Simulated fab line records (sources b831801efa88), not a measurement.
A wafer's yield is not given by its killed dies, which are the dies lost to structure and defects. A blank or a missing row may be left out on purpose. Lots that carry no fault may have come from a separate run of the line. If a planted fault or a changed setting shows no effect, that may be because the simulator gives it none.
A lot that was struck, set against a sound lot ; flow sky130 ; 17 out of 708 route steps
Sound: the wafers L924.2, L924.3, L924.4. The struck wafers were L912.1, L912.2, L912.4. The cause comes at the end.
Per side, at each step with rows, come the tool, then ch with its chambers, and then its first start. Under that, the readings that differ: sound wafers ; struck wafers ; difference of the means ; sigmas: that difference in standard deviations of wafers without a fault.
alike: words and numbers the same on both sides, and readings whose means are apart by under 2 such deviations; not compared: readings that were withheld, readings missing a value for some wafer, numbers with overlapping values and no deviation given by the record, and bounds like >300 which may hide the same value.
Wherever a step has rows on one side only, a row that says differs or no value, or a row with sigmas, the two part there. Numbers that don't overlap but have no deviation are shown without sigmas and don't part them. A reading that every wafer of one side lacks parts them only if that side has two wafers or more.

first, 3 steps without rows for these wafers: SKY_VIA1_EXPOSE_09 (exposes mask VIM, target cd 150 nm); SKY_VIA1_PEB_10; SKY_VIA1_DEVELOP_11 (develop time 60 s).
SKY_VIA1_CD_MEAS_12: target cd 150 nm.
  struck on cd_sem-01, day 35 11:48; sound on cd_sem-01, day 38 23:51
  alike: cd_nm
SKY_VIA1_OVL_MEAS_13:
  struck on overlay-02, day 35 11:55; sound on overlay-01, day 38 23:58
  alike: VIA1_OVL
SKY_VIA1_ETCH_14: etches BARC in N2/H2, stops on SiO2, time 45.9 s, target depth 60 nm.
  sound on rie_diel-02 ch 1,2, day 38 23:59; struck on rie_diel-04 ch 2,3, day 35 11:57
  alike: drypump_motor_current_A, oes_product_au, throttle_valve_pct
  not compared: rf_hours_counter_h
SKY_VIA1_ETCH_15: etches SiO2 in C4F8/O2/Ar, stops on TiN, target depth 351 nm, time 54 s.
  sound on rie_diel-02 ch 1,2, day 39 00:02; struck on rie_diel-04 ch 2,3, day 35 12:00
  alike: oes_product_au
  not compared: rf_hours_counter_h
SKY_VIA1_STRIP_16: strips in O2/N2.
  sound on plasma_asher-01 ch 0,1, day 39 00:05; struck on plasma_asher-04 ch 0,1, day 35 12:02
  alike: drypump_motor_current_A, oes_product_au, strip_time_to_endpoint_s
  not compared: rf_hours_counter_h
then, 3 steps without rows for these wafers: SKY_VIA1_STRIP_17 (strips in post etch residue remover, time 1200 s); SKY_VIA1_CLEAN_18 (cleans in IPA, time 180 s); SKY_VIA1_CLEAN_19 (cleans in O3/DIW).
SKY_VIA1_SPUTTER_20: material TiN, target thk 20 nm, time 80 s.
  struck on pvd_sputter-02, day 35 12:42; sound on pvd_sputter-04, day 39 00:41
  alike: throttle_valve_pct
SKY_VIA1_CVD_21: deposits W, target thk 270 nm, time 80.902 s.
  sound on cvd_w-02 ch 0,1, day 39 00:44; struck on cvd_w-02 ch 0,1, day 35 12:46
reading;sound;struck;difference;sigmas
chamber_pressure_Torr (Torr);39.92 40.03 40.23;44.58 44.56 44.67;+4.54;+52
model.W_of_VIA1_CVD_21.thk_nm (nm);273 270.4 273.7;287.8 289.4 288.8;+16.3;
  alike: heater_power_w
SKY_VIA1_RS_MEAS_22: measurement is done with a four-point probe.
  struck on film_metro-04, day 35 13:08; sound on film_metro-04, day 39 00:51
reading;sound;struck;difference;sigmas
VIA1_W_RS (ohm/sq);0.421 0.425 0.420;0.398 0.396 0.397;-0.025;-4
  not compared: hold
SKY_VIA1_THK_MEAS_23: measures by xrf.
  struck on film_metro-04, day 35 14:27; sound on film_metro-04, day 39 00:58
reading;sound;struck;difference;sigmas
VIA1_W_THK (nm);277 273 275;290 292 291;+16;+4
  not compared: hold
SKY_VIA1_CMP_24: polishes, stops on SiO2, t overpolish 15 s, target thk 0 nm.
  sound on cmp-02 ch 0,1,3, day 39 01:04; struck on cmp-02 ch 0,1,3, day 35 18:37
reading;sound;struck;difference;sigmas
hold;- - -;await_dispo/4.1h/release await_dispo/4.1h/release await_dispo/4.1h/release;no value on the sound wafers;
  alike: motor_current_A, platen_rpm
-- the record jumps here: 11 days lie between the struck wafers' starts before and after (it left off in module VIA1 and takes up again in module PAD_OPEN, whose first step shown is number 708 of the route) --
SKY_PAD_OPEN_PROBE_99:
  rows exist in the record for the struck wafers here (prober-02, day 47 02:22), but not for the sound ones

== WHERE THEY PART ==
At SKY_VIA1_CVD_21 first; at SKY_PAD_OPEN_PROBE_99 last (within this record only).

WHY: what had been put in by the simulator
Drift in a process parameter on cvd_w-02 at SKY_VIA1_CVD_21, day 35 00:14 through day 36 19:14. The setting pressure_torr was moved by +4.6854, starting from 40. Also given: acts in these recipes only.
